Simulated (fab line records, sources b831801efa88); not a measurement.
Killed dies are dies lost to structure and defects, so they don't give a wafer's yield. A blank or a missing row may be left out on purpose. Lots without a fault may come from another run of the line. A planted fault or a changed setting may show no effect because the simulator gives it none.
Tool commonality check | flow gf180mcu | 14 lots, 42 wafers sampled

WHY IT WAS OPENED
At GF_VT_IMPLANT_TW_MEAS_43 the reading VT_IMPLANT_4_TW is flagged on 2 of 14 lots. Wafers without a fault read 692, standard deviation 4.2.
Rule: a lot is flagged when every wafer of it that has a number lies more than 4 standard deviations from that mean, or none has a number. The other lots count as sound.

lot  | measured     | on            | VT_IMPLANT_4_TW, wafer by wafer | flag
L210 | day 7 13:20  | film_metro-01 | 695 699 695                     |
L211 | day 7 22:11  | film_metro-01 | 690 694 692                     |
L212 | day 8 02:48  | film_metro-03 | 698 699 696                     |
L213 | day 8 09:47  | film_metro-01 | 691 693 697                     |
L214 | day 8 17:16  | film_metro-04 | 683 687 689                     |
L215 | day 9 00:34  | film_metro-04 | 694 687 690                     |
L216 | day 9 07:34  | film_metro-03 | 689 690 688                     |
L218 | day 9 18:44  | film_metro-03 | 692 688 688                     |
L220 | day 10 07:22 | film_metro-03 | 699 700 698                     |
L224 | day 11 11:30 | film_metro-01 | 814 808 806                     | FLAGGED
L227 | day 12 07:11 | film_metro-03 | 811 816 810                     | FLAGGED
L231 | day 13 10:11 | film_metro-04 | 683 685 683                     |
L232 | day 13 18:44 | film_metro-03 | 693 693 689                     |
L233 | day 14 01:10 | film_metro-03 | 694 697 693                     |
The numbers of the flagged lots are 811 on average: +119 against the usual, or +28 standard deviations.

WHICH TOOL RAN EACH LOT
The record holds 1 process step before the reading, out of a route of 602 steps. In each cell: the tool, then ch and the chambers that the sampled wafers went through, then the start.
lot  | flag    | GF_VT_IMPLANT_IMPLANT_41
L210 |         | implanter-03 ch 0, day 7 13:05
L211 |         | implanter-04 ch 0, day 7 21:56
L212 |         | implanter-04 ch 0, day 8 02:33
L213 |         | implanter-01 ch 0, day 8 09:33
L214 |         | implanter-03 ch 0, day 8 17:01
L215 |         | implanter-04 ch 0, day 9 00:19
L216 |         | implanter-03 ch 0, day 9 07:20
L218 |         | implanter-03 ch 0, day 9 18:31
L220 |         | implanter-04 ch 0, day 10 07:09
L224 | FLAGGED | implanter-03 ch 0, day 11 11:17
L227 | FLAGGED | implanter-03 ch 0, day 12 06:58
L231 |         | implanter-04 ch 0, day 13 09:56
L232 |         | implanter-04 ch 0, day 13 18:29
L233 |         | implanter-04 ch 0, day 14 00:55
What these steps do:
- GF_VT_IMPLANT_IMPLANT_41
- GF_VT_IMPLANT_TW_MEAS_43

FLAGGED OVER TOTAL, TOOL BY TOOL (the gauges that took the reading come last)
step                     | tool          | lots run | flagged | share of the flagged lots | sound lots run after its first flagged lot
GF_VT_IMPLANT_IMPLANT_41 | implanter-01  | 1        | 0       | none                      | -
GF_VT_IMPLANT_IMPLANT_41 | implanter-03  | 6        | 2       | all                       | 0
GF_VT_IMPLANT_IMPLANT_41 | implanter-04  | 7        | 0       | none                      | -
GF_VT_IMPLANT_TW_MEAS_43 | film_metro-01 | 4        | 1       | some                      | 0
GF_VT_IMPLANT_TW_MEAS_43 | film_metro-03 | 7        | 1       | some                      | 2 (L232,L233)
GF_VT_IMPLANT_TW_MEAS_43 | film_metro-04 | 3        | 0       | none                      | -

WHAT THE TABLE ALLOWS
1 row of the table ran every flagged lot: implanter-03 at GF_VT_IMPLANT_IMPLANT_41.
- implanter-03 at GF_VT_IMPLANT_IMPLANT_41: 2 of its 6 lots flagged. Its last sound lot is L218 (day 9 18:31), its first flagged lot L224 (day 11 11:17): a fault that began between those two fits. Its own readings lie more than 4 standard deviations out on every wafer of the flagged lots: dose_ions_cm2, faraday_current_uA.
One tool is left: implanter-03 at GF_VT_IMPLANT_IMPLANT_41.

WHAT THE SIMULATOR HAD PUT IN
Process parameter drift: implanter-03, from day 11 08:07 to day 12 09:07, at GF_VT_IMPLANT_IMPLANT_41. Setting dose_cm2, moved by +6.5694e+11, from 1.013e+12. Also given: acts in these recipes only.
Lots struck among those shown: L224, L227. The rule above found the same.
